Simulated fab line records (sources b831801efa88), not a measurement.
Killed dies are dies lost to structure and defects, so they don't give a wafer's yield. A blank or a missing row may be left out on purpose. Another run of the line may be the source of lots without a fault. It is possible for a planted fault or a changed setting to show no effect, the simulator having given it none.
Which of the tools did it? + flow sky130 + 36 wafers from 12 lots sampled at 5 of the route's 708 steps

## WHAT EACH GAUGE READ, for each wafer
SKY_VIA1_THK_MEAS_23: measures by xrf. Usual: VIA1_W_THK gives 277 nm (standard deviation 5.7).
| lot  | measured     | on            | VIA1_W_THK (nm) | flag |
|------|--------------|---------------|-----------------|------|
| L403 | day 34 22:46 | film_metro-04 | 271 274 273     |      |
| L404 | day 35 01:52 | film_metro-03 | 274 280 277     |      |
| L405 | day 35 07:39 | film_metro-04 | 271 271 279     |      |
| L407 | day 36 08:17 | film_metro-03 | 272 272 271     |      |
| L410 | day 36 20:02 | film_metro-01 | 277 278 289     |      |
| L412 | day 36 20:56 | film_metro-01 | 275 281 276     |      |
| L413 | day 38 02:42 | film_metro-01 | 272 270 271     |      |
| L417 | day 39 01:19 | film_metro-01 | 279 288 285     |      |
| L416 | day 39 03:46 | film_metro-04 | 275 282 275     |      |
| L418 | day 39 07:40 | film_metro-04 | 269 270 271     |      |
| L420 | day 40 11:53 | film_metro-03 | 277 275 272     |      |
| L421 | day 40 15:26 | film_metro-04 | 270 271 270     |      |

SKY_METAL2_OVL_MEAS_16. Usual: METAL2_OVL gives 4 nm (standard deviation 5.3).
| lot  | measured     | on         | METAL2_OVL (nm) | flag |
|------|--------------|------------|-----------------|------|
| L403 | day 36 02:16 | overlay-02 | -3 2 -1         |      |
| L404 | day 36 05:20 | overlay-02 | 11 10 2         |      |
| L405 | day 36 10:47 | overlay-01 | 1 8 8           |      |
| L407 | day 37 10:29 | overlay-02 | 14 7 11         |      |
| L410 | day 37 22:26 | overlay-01 | -1 1 -2         |      |
| L412 | day 37 23:39 | overlay-01 | 9 5 5           |      |
| L413 | day 39 01:34 | overlay-01 | 12 13 7         |      |
| L417 | day 40 03:15 | overlay-01 | 1 9 5           |      |
| L416 | day 40 05:31 | overlay-01 | 4 8 8           |      |
| L418 | day 40 09:07 | overlay-01 | -2 -2 -5        |      |
| L420 | day 41 12:23 | overlay-01 | 10 14 3         |      |
| L421 | day 41 15:50 | overlay-02 | 2 4 8           |      |

SKY_VIA2_THK_MEAS_01. Usual: VIA2_HDPCVD_THK gives 1180 nm (standard deviation 12).
| lot  | measured     | on            | VIA2_HDPCVD_THK (nm)    | flag |
|------|--------------|---------------|-------------------------|------|
| L403 | day 36 03:15 | film_metro-01 | 1184 1188 1170          |      |
| L404 | day 36 06:17 | film_metro-04 | 1183 1176 1173          |      |
| L405 | day 36 11:44 | film_metro-04 | 1182 1180 1195          |      |
| L407 | day 37 11:52 | film_metro-02 | 1180 1190 1186          |      |
| L410 | day 37 23:32 | film_metro-04 | 1183 1172 1190          |      |
| L412 | day 38 00:39 | film_metro-04 | 1199 1191 1176          |      |
| L413 | day 39 02:31 | film_metro-02 | 1198 1172 1192          |      |
| L417 | day 40 04:11 | film_metro-04 | 1193 1195 1175          |      |
| L416 | day 40 06:28 | film_metro-02 | 956 950 931 956 951 931 | OFF  |
| L418 | day 40 10:04 | film_metro-02 | 938 947 953 937 947 954 | OFF  |
| L420 | day 41 13:20 | film_metro-01 | 1180 1197 1188          |      |
| L421 | day 41 16:47 | film_metro-02 | 1173 1160 1172          |      |

## EACH LOT AND THE TOOL THAT RAN IT (in order: tool; ch and the chambers of the sampled wafers; start)
| lot  | SKY_METAL2_DESCUM_17              | SKY_VIA2_HDPCVD_00               |
|------|-----------------------------------|----------------------------------|
| L403 | rie_metal-04 ch 0,1, day 36 02:17 | hdpcvd-02 ch 0,1,2, day 36 03:10 |
| L404 | rie_metal-03 ch 0,1, day 36 05:22 | hdpcvd-02 ch 0,1,2, day 36 06:10 |
| L405 | rie_metal-04 ch 0,1, day 36 10:49 | hdpcvd-02 ch 0,2, day 36 11:36   |
| L407 | rie_metal-02 ch 1, day 37 10:32   | hdpcvd-02 ch 0,1, day 37 11:44   |
| L410 | rie_metal-04 ch 0, day 37 22:29   | hdpcvd-01 ch 1,2, day 37 23:24   |
| L412 | rie_metal-03 ch 0,1, day 37 23:41 | hdpcvd-02 ch 1,2, day 38 00:31   |
| L413 | rie_metal-04 ch 0,1, day 39 01:35 | hdpcvd-02 ch 0,1,2, day 39 02:25 |
| L417 | rie_metal-04 ch 0,1, day 40 03:17 | hdpcvd-02 ch 0,2, day 40 04:04   |
| L416 | rie_metal-03 ch 0,1, day 40 05:33 | hdpcvd-02 ch 0,1, day 40 06:19   |
| L418 | rie_metal-04 ch 0,1, day 40 09:08 | hdpcvd-02 ch 0,1,2, day 40 09:58 |
| L420 | rie_metal-03 ch 0,1, day 41 12:26 | hdpcvd-01 ch 0,1, day 41 13:12   |
| L421 | rie_metal-02 ch 0,1, day 41 15:53 | hdpcvd-01 ch 0,1,2, day 41 16:39 |
- SKY_METAL2_DESCUM_17: chemistry O2, time 8 s.
- SKY_VIA2_HDPCVD_00: deposits SiO2, target thk 1180 nm, time 196.7 s.

## AS READ BY THE TOOLS THEMSELVES (means over the sampled wafers that have a number; for cases with no such wafer, the mark the record gives instead)
SKY_METAL2_DESCUM_17. Usual: chamber_pressure_mTorr 10.001 mTorr, standard deviation 0.0089; drypump_motor_current_A 5.8 A, standard deviation 0.54; he_backside_leak_sccm 3.40 sccm, standard deviation 0.27; oes_product_au 0.995 a.u., standard deviation 0.01.
| lot  | tool         | chamber_pressure_mTorr (mTorr) | drypump_motor_current_A (A) | he_backside_leak_sccm (sccm) | oes_product_au (a.u.) | flag |
|------|--------------|--------------------------------|-----------------------------|------------------------------|-----------------------|------|
| L403 | rie_metal-04 | 10.009                         | 5.6                         | 3.62                         | 0.985                 |      |
| L404 | rie_metal-03 | 10.000                         | 5.4                         | 3.17                         | 0.997                 |      |
| L405 | rie_metal-04 | 10.004                         | 5.8                         | 3.56                         | 0.992                 |      |
| L407 | rie_metal-02 | 9.995                          | 5.8                         | 3.07                         | 0.999                 |      |
| L410 | rie_metal-04 | 10.001                         | 5.3                         | 3.50                         | 0.992                 |      |
| L412 | rie_metal-03 | 10.007                         | 5.7                         | 3.27                         | 1.001                 |      |
| L413 | rie_metal-04 | 10.006                         | 5.8                         | 4.05                         | 0.992                 |      |
| L417 | rie_metal-04 | 10.008                         | 5.5                         | 3.50                         | 0.985                 |      |
| L416 | rie_metal-03 | 9.997                          | 5.4                         | 3.20                         | 0.993                 |      |
| L418 | rie_metal-04 | 10.006                         | 5.8                         | 3.50                         | 0.989                 |      |
| L420 | rie_metal-03 | 9.996                          | 5.4                         | 3.25                         | 0.985                 |      |
| L421 | rie_metal-02 | 10.003                         | 6.1                         | 3.21                         | 0.997                 |      |

SKY_VIA2_HDPCVD_00. Usual: pressure_mtorr 5.999 mTorr, standard deviation 0.011; sih4_flow_sccm 60.01 sccm, standard deviation 0.19.
| lot  | tool      | pressure_mtorr (mTorr) | sih4_flow_sccm (sccm) | flag |
|------|-----------|------------------------|-----------------------|------|
| L403 | hdpcvd-02 | 6.001                  | 60.02                 |      |
| L404 | hdpcvd-02 | 6.005                  | 59.90                 |      |
| L405 | hdpcvd-02 | 6.007                  | 60.11                 |      |
| L407 | hdpcvd-02 | 5.997                  | 59.94                 |      |
| L410 | hdpcvd-01 | 5.996                  | 59.96                 |      |
| L412 | hdpcvd-02 | 6.001                  | 59.85                 |      |
| L413 | hdpcvd-02 | 5.992                  | 60.00                 |      |
| L417 | hdpcvd-02 | 6.003                  | 60.09                 |      |
| L416 | hdpcvd-02 | 5.995                  | 48.07                 | OFF  |
| L418 | hdpcvd-02 | 6.001                  | 47.72                 | OFF  |
| L420 | hdpcvd-01 | 6.003                  | 60.29                 |      |
| L421 | hdpcvd-01 | 5.992                  | 60.13                 |      |

## THE ANSWER, worked out from the rows above alone
Rule: take the mean of a lot's wafers that have a number; if it is more than 3 standard deviations from the usual mean, the lot is off. Also off: a lot with no number at a reading for which 4 or more lots have one. Where the step has rows for the other lots, those lots are counted as sound. The gauges are gone through in route order, then the tools' own readings, and for those a lot's mean is taken as printed above. The first step at which some lot is off is used, and at that step the reading that is off furthest; a lot without a number counts as furthest.
Off: L416, L418, seen at SKY_VIA2_THK_MEAS_01 (VIA2_HDPCVD_THK).
If a tool, at a process step before that reading, ran all the lots that are off and no sound lot after the first of them, it fits. Not tried: the gauges at SKY_VIA2_THK_MEAS_01; whatever is off there is also off at SKY_VIA2_HDPCVD_00, on other tools, and gauge error can't account for it. One candidate fits, namely hdpcvd-02 at SKY_VIA2_HDPCVD_00. A fault onset in the window from L417 (day 40 04:04, its last sound lot) to L416 (day 40 06:19, its first lot off) fits.
The tool's own readings at SKY_VIA2_HDPCVD_00 bear it out: on the lots that are off they differ by more than 5 times the standard deviation of the sound lots' means. sih4_flow_sccm reads 47.89 sccm there against 60.03 sccm on the sound lots.

## WHAT THE SIMULATOR HAD INSERTED
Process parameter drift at SKY_VIA2_HDPCVD_00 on hdpcvd-02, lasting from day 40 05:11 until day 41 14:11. A move of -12 in setting sih4_flow_sccm, from 60. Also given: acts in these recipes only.
Struck lots among those shown: L416, L418. The same result came from the rule above.
